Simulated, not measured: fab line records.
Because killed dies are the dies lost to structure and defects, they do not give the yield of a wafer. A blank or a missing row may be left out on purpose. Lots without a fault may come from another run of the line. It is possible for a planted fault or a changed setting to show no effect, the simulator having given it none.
fab line records -- flow sky130
record: lots: 4, wafers: 12, last-day: 50
route steps=708 shown VIA3@577 METAL4@598 CAP2M@603 PAD_OPEN@708
lots that met no fault: from a run of the same line without faults
start-h: start of the lot's first displayed wafer, in hours after the record's first day -- wait-h: hours elapsed since this lot's preceding step -- " same as the row above -- L1.1+2: one row covering several wafers at once -- - no value, or no start was given -- * or withheld: withheld -- < > ~ a bound
route shown NAME@n: a module of which the file shows steps, and the number in the route of the first -- usual: average and standard deviation across the fault-free wafers -- same: alike in all rows -- chamber/n: place in a boat -- sites: the reading at each site -- _std_site: the values' standard deviation -- _edge_site: inner sites' mean taken away from outer sites' mean -- radius-mm: how far each site lies from the wafer's centre -- mask NAME#n: copy n -- behind: the most recent tool/chamber to have shaped the wafer -- hold: reason for holding the lot/hours on hold/outcome of the hold -- device: the transistor (n, p or np) that didn't switch -- end of line: tests run on the same wafers once the route is complete -- a step with no rows: only its recipe -- killed: count of dies lost to structure and defects at first sort (not the wafer's yield) -- map: per-die view of a wafer (x killed, . not killed, _ where there is no die)
set.NAME: the setting the step ran with; set.NAME@STEP: the setting that earlier step ran with -- model.NAME: the simulator's own value behind a step, which no gauge read
certain route steps with their lots: each step a table, each wafer a row
services: from which hour (start-h, from the record's first day; less than 0 if before it) a tool's chamber was out of use, for how many hours, and why
== steps ==
step: SKY_VIA3_DEHYDRATE_04
recipe: temp-c: 200, time-s: 60
step: SKY_VIA3_HMDS_05
recipe: prime-time-s: 60, prime-temp-c: 120
step: SKY_VIA3_COAT_06
recipe: resist: BARC, temp-c: withheld, time-s: withheld, spin-rpm: 3070, resist-thk-nm: 60
step: SKY_VIA3_COAT_07
recipe: resist: KrF-thick, spin-rpm: 3000, resist-thk-nm: 450
step: SKY_VIA3_SOFTBAKE_08
recipe: temp-c: 100, time-s: 90, resist: KrF-thick
step: SKY_VIA3_EXPOSE_09
recipe: mask-id: VIM3, na: 0.8, source-shape: annular, sigma-inner: 0.55, sigma-outer: 0.85, target-cd-nm: 200, dose-mj: 38
step: SKY_VIA3_PEB_10
recipe: peb-temp-c: withheld, peb-time-s: withheld, resist: KrF-thick
step: SKY_VIA3_DEVELOP_11
recipe: develop-time-s: 60, resist: KrF-thick, dev-temp-c: 21
step: SKY_VIA3_ETCH_14
recipe: chemistry: N2/H2, target: BARC, ion-energy-ev: 200, source-w: 500, bias-w: 100, pressure-mtorr: 30, n2-flow-sccm: 100, h2-flow-sccm: 200, stop-on: SiO2, time-s: 45.9, target-depth-a: 600
step: SKY_VIA3_ETCH_15
recipe: target: SiO2, chemistry: C4F8/O2/Ar, target-depth-nm: 507, stop-on: TiN, mask-material: KrF-thick, source-w: 1500, bias-w: 1200, pressure-mtorr: 40, c4f8-flow-sccm: withheld, O2_flow_sccm: 6, Ar_flow_sccm: 300, time-s: 78
usual: oes-product-au: 0.946/0.0048
lot.wafer,tool,chamber,start-h,wait-h,oes-product-au,rf-hours-counter-h
L660.2,rie-diel-03,2,954.74,0.0,0.938,8
L660.3,rie-diel-03,3,954.74,0.0,0.938,16
L660.4,rie-diel-03,0,954.74,0.0,0.947,14
L662.1,rie-diel-03,1,976.47,0.0,0.937,12
L662.2,rie-diel-03,3,976.47,0.0,0.936,17
L662.6,rie-diel-03,2,976.47,0.0,0.951,-
L677.1,rie-diel-03,0,1075.23,0.0,0.953,17
L677.2,rie-diel-03,2,1075.23,0.0,0.949,11
L677.6,rie-diel-03,1,1075.23,0.0,0.940,-
L678.1,rie-diel-03,2,1092.47,0.0,0.950,12
L678.5,rie-diel-03,1,1092.47,0.0,0.944,-
L678.6,rie-diel-03,2,1092.47,0.0,0.948,-
step: SKY_VIA3_STRIP_16
recipe: chemistry: O2/N2, power-w: 1400, pressure-mtorr: 1500, platen-temp-c: withheld, o2-flow-sccm: 3000, n2-flow-sccm: 300, overash-fraction: 0.5
step: SKY_VIA3_STRIP_17
recipe: chemistry: post-etch-residue-remover, time-s: 1200, temp-c: 72.5
step: SKY_VIA3_CLEAN_18
recipe: chemistry: IPA, time-s: 180, temp-c: 25
step: SKY_VIA3_CLEAN_19
recipe: chemistry: O3/DIW, dry: n2-spin
step: SKY_VIA3_SPUTTER_20
recipe: material: TiN, target-thk-nm: 20, chamber-pressure-pa: 5, power-w: 4000, time-s: 80
step: SKY_VIA3_CVD_21
recipe: material: W, target-thk-nm: 390, time-s: 117.31, temp-c: 400, pressure-torr: 40
step: SKY_VIA3_CMP_24
recipe: stop-on: SiO2, t-overpolish-s: 20, down-force-psi: 3.5, platen-rpm: 60, target-thk-nm: 0, pad-velocity-m-s: 0.94248
step: SKY_METAL4_SPUTTER_00
recipe: material: Ti, target-thk-nm: 15, power-w: 3000, time-s: 10, chamber-pressure-pa: 0.4
step: SKY_METAL4_SPUTTER_01
recipe: material: TiN, target-thk-nm: 20, power-w: 6500, time-s: 16.7, chamber-pressure-pa: 0.4
step: SKY_METAL4_SPUTTER_02
recipe: material: AlCu, target-thk-nm: 735, power-w: 10600, time-s: 39.1, chamber-pressure-pa: 0.4098
step: SKY_METAL4_SPUTTER_03
recipe: material: Ti, target-thk-nm: 5, power-w: 3000, time-s: 3.3, chamber-pressure-pa: 0.4
step: SKY_METAL4_SPUTTER_04
recipe: material: TiN, target-thk-nm: 70, power-w: 6500, time-s: 58.3, chamber-pressure-pa: 0.4
step: SKY_CAP2M_CVD_00
recipe: material: SiO2, target-thk-nm: 15.5, temp-c: 400, time-s: withheld, rf-w: 450
step: SKY_CAP2M_SPUTTER_02
recipe: material: TiN, target-thk-nm: 200, temp-c: 300, power-w: 6500, time-s: 166.7, chamber-pressure-pa: 0.4
step: SKY_CAP2M_DEHYDRATE_05
recipe: temp-c: 200, time-s: 60
step: SKY_CAP2M_HMDS_06
recipe: prime-time-s: 60, prime-temp-c: 120
step: SKY_CAP2M_COAT_07
recipe: resist: NOVOLAK, spin-rpm: 3000, resist-thk-nm: 1140
step: SKY_CAP2M_SOFTBAKE_08
recipe: temp-c: 90, time-s: 60, resist: NOVOLAK
step: SKY_CAP2M_EXPOSE_09
recipe: mask-id: CAP2M, na: 0.6, source-shape: conventional, sigma-outer: 0.6, polarization: unpolarized, target-cd-nm: 1000, dose-mj: 159
step: SKY_CAP2M_PEB_10
recipe: temp-c: withheld, time-s: *, resist: NOVOLAK
step: SKY_CAP2M_DEVELOP_11
recipe: resist: NOVOLAK, developer: TMAH, develop-time-s: 60, dev-temp-c: 23
step: SKY_CAP2M_METAL_ETCH_13
recipe: target-depth-nm: 220, stop-on: SiO2, chemistry: Cl2/BCl3, target: TiN, pressure-mtorr: 10, icp-w: 900, bias-w: 48.5, Cl2_flow_sccm: 60, bcl3-flow-sccm: 30, time-s: 62.9
step: SKY_CAP2M_STRIP_14
recipe: chemistry: O2/N2, power-w: 1400, pressure-mtorr: 1500, platen-temp-c: withheld, o2-flow-sccm: 3000, n2-flow-sccm: 300, overash-fraction: 0.5
step: SKY_PAD_OPEN_PROBE_99
usual: defect-limited-yield: 83.0/1.9, killed_at_M0_to_M3: 43/6.9, killed_at_M4_up: 3.1/1.9, killed-at-contacts: 24/5.4, killed-at-front-end: 14/4.3, killed-at-other: 0.3/0.53, killed-dies: 84/9.5, killed-open: 46/6.8, killed-short: 38/6, sort_bin_3_pad_short: 0.9/0.46, sort_bin_5_function: 10.0/1.4, sort_bin_6_memory: 6.1/1.1, sort-n-pass: 408/9.5, sort-yield-pct: 83.0/1.9
same: gross-dies: 492, killed-at-back-side: 0, sort_bin_4_leakage[%]: 0, sort_bin_8_speed[%]: 0
lot.wafer,tool,chamber,start-h,wait-h,defect-limited-yield[%],killed_at_M0_to_M3,killed_at_M4_up,killed-at-contacts,killed-at-front-end,killed-at-other,killed-dies,killed-open,killed-short,sort_bin_3_pad_short[%],sort_bin_5_function[%],sort_bin_6_memory[%],sort-n-pass,sort-yield-pct[%],model.etest.tester.sort-n-pass,model.etest.tester.sort-yield-pct,model.etest.tester.sort_bin_5_pct,model.etest.tester.sort_bin_3_pct
L660.2,prober-01,-,1099.35,0.1,79.9,46,4,31,18,0,99,50,48,2.0,11.2,6.9,393,79.9,393,79.88,11.18,2.033
L660.3,prober-01,-,1099.40,0.2,72.6,100,0,20,14,1,135,40,27,4.7,16.1,6.7,357,72.6,357,72.56,16.06,4.675
L660.4,prober-01,-,1099.45,0.2,84.1,46,2,19,11,0,78,50,28,1.4,8.5,5.9,414,84.1,414,84.15,8.537,1.423
L662.1,prober-01,-,1116.84,0.1,84.1,25,2,31,20,0,78,41,37,1.6,8.7,5.5,414,84.1,414,84.15,8.74,1.626
L662.2,prober-01,-,1116.89,0.1,71.3,100,1,23,17,0,141,41,37,5.5,14.8,8.3,351,71.3,351,71.34,14.84,5.488
L662.6,prober-01,-,1117.09,0.2,84.3,39,2,26,10,0,77,33,44,0.4,9.8,5.5,415,84.3,415,84.35,9.756,0.4065
L677.1,prober-02,-,1195.74,0.1,84.3,43,5,14,15,0,77,44,33,1.4,8.7,5.5,415,84.3,415,84.35,8.74,1.423
L677.2,prober-02,-,1195.79,0.1,83.1,49,6,13,15,0,83,35,48,1.0,9.3,6.5,409,83.1,409,83.13,9.35,1.016
L677.6,prober-02,-,1195.99,0.2,85.0,40,4,20,10,0,74,35,39,0.8,10.0,4.3,418,85.0,418,84.96,9.959,0.813
L678.1,prober-02,-,1206.65,0.1,80.9,45,4,23,21,1,94,49,45,1.2,11.8,6.1,398,80.9,398,80.89,11.79,1.22
L678.5,prober-02,-,1206.85,0.2,83.5,35,1,25,19,1,81,40,41,1.0,8.9,6.5,411,83.5,411,83.54,8.943,1.016
L678.6,prober-02,-,1206.90,0.2,82.5,45,0,24,17,0,86,52,34,0.8,10.2,6.5,406,82.5,406,82.52,10.16,0.813
killed by level:class
L660.2 VIA1:geometric-particle:open=12 LI_CONTACT:geometric-particle:open=8 LOCAL_INTERCONNECT:geometric-particle:short=7 CONTACT:geometric-particle:short=7 CONTACT:geometric-particle:open=7 METAL2:geometric-particle:short=7 METAL1:geometric-particle:short=5 VIA3:geometric-particle:open=5
L660.3 VIA3:unspecified=68 VIA1:geometric-particle:open=8 LI_CONTACT:geometric-particle:open=7 CONTACT:geometric-particle:open=6 VIA3:geometric-particle:open=5 LOCAL_INTERCONNECT:geometric-particle:short=5 POLY_GATE:geometric-particle:open=4 METAL2:geometric-particle:short=4
L660.4 VIA1:geometric-particle:open=11 VIA2:geometric-particle:open=11 CONTACT:geometric-particle:open=7 METAL1:geometric-particle:short=7 LI_CONTACT:geometric-particle:open=6 VIA3:geometric-particle:open=5 FIELD_ISO:geometric-particle:short=3 FIELD_ISO:geometric-particle:open=3
L662.1 LI_CONTACT:geometric-particle:open=8 CONTACT:geometric-particle:open=8 POLY_GATE:geometric-particle:short=7 CONTACT:geometric-particle:short=5 VIA2:geometric-particle:open=5 FIELD_ISO:geometric-particle:open=4 POLY_GATE:geometric-particle:open=4 LI_CONTACT:geometric-particle:short=4
L662.2 VIA3:unspecified=63 VIA1:geometric-particle:open=13 FIELD_ISO:geometric-particle:short=6 LI_CONTACT:geometric-particle:open=6 CONTACT:geometric-particle:short=6 CONTACT:geometric-particle:open=6 VIA2:geometric-particle:open=6 POLY_GATE:geometric-particle:short=5
L662.6 VIA1:geometric-particle:open=12 CONTACT:geometric-particle:short=8 LOCAL_INTERCONNECT:geometric-particle:short=7 CONTACT:geometric-particle:open=7 POLY_GATE:geometric-particle:short=5 VIA1:geometric-particle:short=4 METAL2:geometric-particle:short=4 LI_CONTACT:geometric-particle:open=3
L677.1 VIA1:geometric-particle:open=11 VIA3:geometric-particle:open=8 FIELD_ISO:geometric-particle:short=7 CONTACT:geometric-particle:open=7 VIA1:geometric-particle:short=5 METAL1:geometric-particle:short=5 METAL4:geometric-particle:short=5 POLY_GATE:geometric-particle:open=4
L677.2 VIA3:geometric-particle:open=10 METAL2:geometric-particle:short=8 METAL1:geometric-particle:short=7 VIA1:geometric-particle:open=7 CONTACT:geometric-particle:short=5 FIELD_ISO:geometric-particle:short=4 VIA1:geometric-particle:short=4 VIA2:geometric-particle:short=4
L677.6 VIA1:geometric-particle:open=9 CONTACT:geometric-particle:open=8 VIA1:geometric-particle:short=8 VIA2:geometric-particle:open=5 VIA3:geometric-particle:open=4 CONTACT:geometric-particle:short=4 METAL1:geometric-particle:short=4 METAL2:geometric-particle:short=4
L678.1 VIA1:geometric-particle:open=12 VIA3:geometric-particle:open=8 CONTACT:geometric-particle:open=7 FIELD_ISO:geometric-particle:short=6 POLY_GATE:geometric-particle:short=6 LI_CONTACT:geometric-particle:open=6 METAL2:geometric-particle:short=6 VIA1:geometric-particle:short=5
L678.5 CONTACT:geometric-particle:open=8 VIA1:geometric-particle:short=7 FIELD_ISO:geometric-particle:open=6 LOCAL_INTERCONNECT:geometric-particle:short=5 VIA2:geometric-particle:open=5 FIELD_ISO:geometric-particle:short=4 POLY_GATE:geometric-particle:open=4 LI_CONTACT:geometric-particle:open=4
L678.6 LOCAL_INTERCONNECT:geometric-particle:short=9 VIA3:geometric-particle:open=8 POLY_GATE:geometric-particle:open=7 CONTACT:geometric-particle:open=7 VIA1:geometric-particle:open=7 VIA3:geometric-particle:short=7 FIELD_ISO:geometric-particle:open=5 LI_CONTACT:geometric-particle:open=5
map L660.3 (x killed, . not)
__________..x.x..x.._________
________...x.......x.._______
______..x.x....x........_____
_____......x....x..x...x.____
____..............x.x.....___
___.x......xx..............__
__....x.x.......x..x.x..xx.x_
_...................xx.....x.
_...............x.....x......
_......xx.......x.........x..
_............................
_.x....x...........x.x.x.....
_xx..........x.......xx......
_...x..x...xxxx.xxxxxxx......
_.............xxxxxxxx....xx.
__...x..x...xxxxxxxxxx......_
___....x...x.xxxxxxxxxxx..x__
____......x..xxxxxxxxxx.x.___
_____........xxxxxxxxxxx.____
______........xxxxxxxx.._____
________..x...xx.xxxxx_______
__________.xx.....x._________
map L662.2 (x killed, . not)
__________...x....x._________
________..xx..x......._______
______..x...........xxxx_____
_____x..x..x.......x...x.____
____.......x...x..x.x...x.___
___........x..x............__
__..........x..x....x...x..._
_.xx..x....x.................
_...............x........x...
_............x.....xxx.xxx...
_..xx.....x.........x..x...x.
_.........x...x...........x..
_.x...........xx..x.x....x.x.
_.x..x.xxx....x..xx.x.x......
_..........x..xxxxxxx...x...x
__...xx...x.xxxxxxxxxxx..x.._
___..........xxxxxxxxxxxx..__
____xx..x.....xxxxxxxxx...___
_____......xxxxxxxxxxxxx.____
______.........xxxxxxxx._____
________...x....xx..x._______
__________.......x.x_________
== services ==
tool,chamber,start-h,hours,kind
rie-diel-03,-,984.52,0.3,repair
rie-diel-03,3,1010.25,7.2,repair
rie-diel-03,0,1019.57,14.4,repair
rie-diel-03,2,1019.70,23.2,repair
rie-diel-03,3,1088.61,8.7,repair
== key ==
first-sign: step: SKY_PAD_OPEN_PROBE_99, reading: sort_bin_3_pad_short, direction: up, sigmas: 9.1, usual: 0.9, struck: 5.1
effect: step: SKY_PAD_OPEN_PROBE_99, reading: killed_at_M0_to_M3, direction: up, sigmas: 8.2, usual: 43, struck: 100
model-effect: step: SKY_PAD_OPEN_PROBE_99, value: etest.tester.sort-n-pass, without: 413, struck: 354
met-at SKY_VIA3_ETCH_15
struck-wafers L660.3,L662.2
fault: kind: chamber-particle-source, tool: rie-diel-03, chamber: 3, onset-h: 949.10, steps: SKY_VIA3_ETCH_15, rate-per-visit-cm2: 1.8386, end-h: 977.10
